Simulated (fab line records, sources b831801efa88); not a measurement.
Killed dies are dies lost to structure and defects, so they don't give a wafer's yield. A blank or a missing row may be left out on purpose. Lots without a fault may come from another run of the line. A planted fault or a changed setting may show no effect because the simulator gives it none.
Which tool did it? | flow sky130 | 11 lots, 33 wafers sampled, at 5 steps of a route of 708

WHAT THE GAUGES READ, wafer by wafer
SKY_VIA2_THK_MEAS_01.
lot  | measured     | on            | VIA2_HDPCVD_THK (nm)
L227 | day 35 01:04 | film_metro-04 | 1209 1185 1174
L229 | day 35 21:20 | film_metro-03 | 1183 1175 1171
L234 | day 37 09:18 | film_metro-03 | 1177 1190 955
L235 | day 37 20:37 | film_metro-04 | 1166 934 1175
L242 | day 40 12:27 | film_metro-01 | 1172 1168 1166
L245 | day 40 23:49 | film_metro-04 | 1197 1197 1185
L244 | day 41 03:49 | film_metro-01 | 1185 1184 1179
L246 | day 41 10:45 | film_metro-04 | 1186 1176 1188
L247 | day 41 13:57 | film_metro-01 | 1173 1186 1175
L248 | day 41 18:00 | film_metro-01 | 1168 1177 1178
L250 | day 42 03:53 | film_metro-01 | 1197 1194 1187

WHICH TOOL RAN EACH LOT (tool, then ch and the chambers of the sampled wafers, then the start)
lot  | SKY_METAL1_SPUTTER_04        | SKY_METAL1_DESCUM_17              | SKY_METAL1_METAL_ETCH_19          | SKY_VIA2_HDPCVD_00
L227 | pvd_sputter-03, day 31 13:16 | rie_metal-01 ch 0, day 32 16:20   | rie_metal-01 ch 0, day 32 16:25   | hdpcvd-01 ch 0,1,2, day 35 00:56
L229 | pvd_sputter-04, day 32 09:15 | rie_metal-01 ch 0,1, day 33 11:41 | rie_metal-01 ch 0,1, day 33 11:47 | hdpcvd-01 ch 0,1, day 35 21:12
L234 | pvd_sputter-02, day 33 21:37 | rie_metal-04 ch 0,1, day 35 00:28 | rie_metal-04 ch 0,1, day 35 00:33 | hdpcvd-02 ch 0,1,2, day 37 09:10
L235 | pvd_sputter-04, day 34 10:22 | rie_metal-03 ch 0,1, day 35 13:22 | rie_metal-03 ch 0,1, day 35 13:27 | hdpcvd-02 ch 0,1,2, day 37 20:29
L242 | pvd_sputter-04, day 37 03:08 | rie_metal-04 ch 0,1, day 38 05:49 | rie_metal-04 ch 0,1, day 38 05:55 | hdpcvd-02 ch 0,1,2, day 40 12:22
L245 | pvd_sputter-02, day 37 16:15 | rie_metal-01 ch 0, day 38 18:10   | rie_metal-01 ch 0, day 38 18:15   | hdpcvd-02 ch 0,1,2, day 40 23:40
L244 | pvd_sputter-04, day 37 20:48 | rie_metal-03 ch 0,1, day 38 22:47 | rie_metal-03 ch 0,1, day 38 22:52 | hdpcvd-02 ch 0,2, day 41 03:40
L246 | pvd_sputter-04, day 38 04:25 | rie_metal-03 ch 0,1, day 39 05:58 | rie_metal-03 ch 0,1, day 39 06:03 | hdpcvd-01 ch 0,1, day 41 10:37
L247 | pvd_sputter-03, day 38 06:34 | rie_metal-04 ch 0,1, day 39 08:32 | rie_metal-04 ch 0,1, day 39 08:38 | hdpcvd-02 ch 0,2, day 41 13:49
L248 | pvd_sputter-02, day 38 10:23 | rie_metal-04 ch 0,1, day 39 11:58 | rie_metal-04 ch 0,1, day 39 12:03 | hdpcvd-01 ch 1,2, day 41 17:52
L250 | pvd_sputter-03, day 38 22:44 | rie_metal-04 ch 0,1, day 39 23:44 | rie_metal-04 ch 0,1, day 39 23:49 | hdpcvd-02 ch 0,1, day 42 03:46
- SKY_METAL1_SPUTTER_04: material TiN, target thk 70 nm, time 58.3 s.
- SKY_METAL1_DESCUM_17: chemistry O2, time 8 s.
- SKY_METAL1_METAL_ETCH_19: etches the open film in Cl2/BCl3, stops on SiO2, target depth 360 nm, time 78 s.
- SKY_VIA2_HDPCVD_00: deposits SiO2, target thk 1180 nm, time 196.7 s.

THE ANSWER, worked out from the rows above alone
Rule: what is usual is taken from the lots themselves. Put in order of their means at a reading, lots are off if they are a third of the lots or fewer, leave a main group of 4 or more, and stand apart from it by a gap of 3 or more times the standard deviation of the main group's means; of several such gaps the widest counts. A main group whose means are all the same, to the digits that the tables above print for the reading, isn't used. A lot without any number at a reading at which 4 lots or more have one is off too. The other lots that the step has rows for count as sound.
Off: L234, L235, at SKY_VIA2_THK_MEAS_01 (VIA2_HDPCVD_THK). The main group: mean 1182 nm, standard deviation 8.
A tool fits if, at a process step before that reading, it ran every lot that is off, and no sound lot after the first of them. The gauges at SKY_VIA2_THK_MEAS_01 are tried like those tools. None of those tried fits.

WHAT THE SIMULATOR HAD PUT IN
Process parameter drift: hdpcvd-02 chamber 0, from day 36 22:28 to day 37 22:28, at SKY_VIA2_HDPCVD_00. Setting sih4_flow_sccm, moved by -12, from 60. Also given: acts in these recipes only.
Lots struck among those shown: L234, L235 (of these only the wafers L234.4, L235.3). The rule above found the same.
